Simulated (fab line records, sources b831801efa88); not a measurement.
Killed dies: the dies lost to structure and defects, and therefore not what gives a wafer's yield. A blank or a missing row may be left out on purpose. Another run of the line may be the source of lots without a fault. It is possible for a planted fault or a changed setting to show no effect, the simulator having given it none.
Commonality check across tools | flow gf180mcu | Lots sampled 12, wafers sampled 36

## REASON IT WAS OPENED
At GF_HV_LDD_THK_MEAS_55 the reading HV_LDD_CVD_54_THK is flagged on 1 of 12 lots. Fault-free wafers read 10.01 nm, with a standard deviation of 0.12.
Rule: a lot is flagged when every wafer of it that has a number lies more than 4 standard deviations from that mean, or none has a number. As for the other lots, they are considered sound.

lot  | measured     | on            | HV_LDD_CVD_54_THK (nm), wafer by wafer | flag
L420 | day 12 13:01 | film-metro-02 | 10.06 9.91 10.06                       |
L421 | day 12 23:57 | film-metro-02 | 10.01 10.03 10.16                      |
L422 | day 13 03:29 | film-metro-01 | 10.31 10.09 10.22                      |
L425 | day 14 09:07 | film-metro-04 | 10.03 10.05 10.05                      |
L428 | day 15 08:08 | film-metro-01 | 12.52 12.44 12.44                      | FLAGGED
L435 | day 17 19:53 | film-metro-02 | 9.79 9.92 9.87                         |
L436 | day 18 08:45 | film-metro-01 | 10.06 9.92 10.14                       |
L437 | day 18 15:10 | film-metro-04 | 9.95 10.08 9.96                        |
L438 | day 18 18:52 | film-metro-01 | 9.93 9.88 9.97                         |
L439 | day 19 06:57 | film-metro-02 | 9.92 9.86 9.81                         |
L440 | day 19 08:12 | film-metro-02 | 10.14 10.22 10.18                      |
L442 | day 20 01:49 | film-metro-02 | 10.17 9.96 10.11                       |
The numbers of the flagged lots are 12.47 nm on average: +2.46 nm against the usual, or +20 standard deviations.

## WHICH TOOL RAN EACH LOT
The record holds 1 process step before the reading, out of a route of 602 steps. Every cell lists first the tool, next ch and the chambers used by the sampled wafers, and last the start.
lot  | flag    | GF_HV_LDD_CVD_54
L420 |         | lpcvd-01 ch 1, day 12 11:59
L421 |         | lpcvd-02 ch 1, day 12 22:55
L422 |         | lpcvd-02 ch 1, day 13 02:27
L425 |         | lpcvd-02 ch 1, day 14 08:06
L428 | FLAGGED | lpcvd-01 ch 1, day 15 07:07
L435 |         | lpcvd-01 ch 0, day 17 18:52
L436 |         | lpcvd-01 ch 0, day 18 07:43
L437 |         | lpcvd-01 ch 1, day 18 14:09
L438 |         | lpcvd-01 ch 0, day 18 17:51
L439 |         | lpcvd-01 ch 1, day 19 05:56
L440 |         | lpcvd-02 ch 1, day 19 06:40
L442 |         | lpcvd-01 ch 0, day 20 00:48
What these steps do:
- GF_HV_LDD_CVD_54: deposits SiO2 from TEOS, target thk 10 nm, time 75 s.
- GF_HV_LDD_THK_MEAS_55

## FLAGGED OVER TOTAL, TOOL BY TOOL (the gauges that took the reading come last)
step                  | tool          | lots run | flagged | share of the flagged lots | sound lots run after its first flagged lot
GF_HV_LDD_CVD_54      | lpcvd-01      | 8        | 1       | all                       | 6 (L435,L436,L437,L438,L439,L442)
GF_HV_LDD_CVD_54      | lpcvd-02      | 4        | 0       | none                      | -
GF_HV_LDD_THK_MEAS_55 | film-metro-01 | 4        | 1       | all                       | 2 (L436,L438)
GF_HV_LDD_THK_MEAS_55 | film-metro-02 | 6        | 0       | none                      | -
GF_HV_LDD_THK_MEAS_55 | film-metro-04 | 2        | 0       | none                      | -

## THE TABLE: WHAT IT ALLOWS
lpcvd-01 at GF_HV_LDD_CVD_54 and film-metro-01 at GF_HV_LDD_THK_MEAS_55 are the 2 rows of the table that ran each flagged lot.
- lpcvd-01 at GF_HV_LDD_CVD_54 ran 8 lots, 1 of them flagged. Lots that were sound ran on it after the first flagged one (L435, L436, L437, L438, L439, L442); a persistent fault on the entire tool would not allow that. Its own readings (spike-tc-bottom-C, spike-tc-centre-C, spike-tc-lower-C, spike-tc-top-C) fall more than 4 standard deviations out on all wafers of the flagged lots.
- film-metro-01 at GF_HV_LDD_THK_MEAS_55 ran 4 lots, 1 of them flagged. Lots that were sound ran on it after the first flagged one (L436, L438); a persistent fault on the entire tool would not allow that.
Every row of the table either missed a flagged lot or ran a sound lot after the first.

## WHAT THE SIMULATOR HAD INSERTED
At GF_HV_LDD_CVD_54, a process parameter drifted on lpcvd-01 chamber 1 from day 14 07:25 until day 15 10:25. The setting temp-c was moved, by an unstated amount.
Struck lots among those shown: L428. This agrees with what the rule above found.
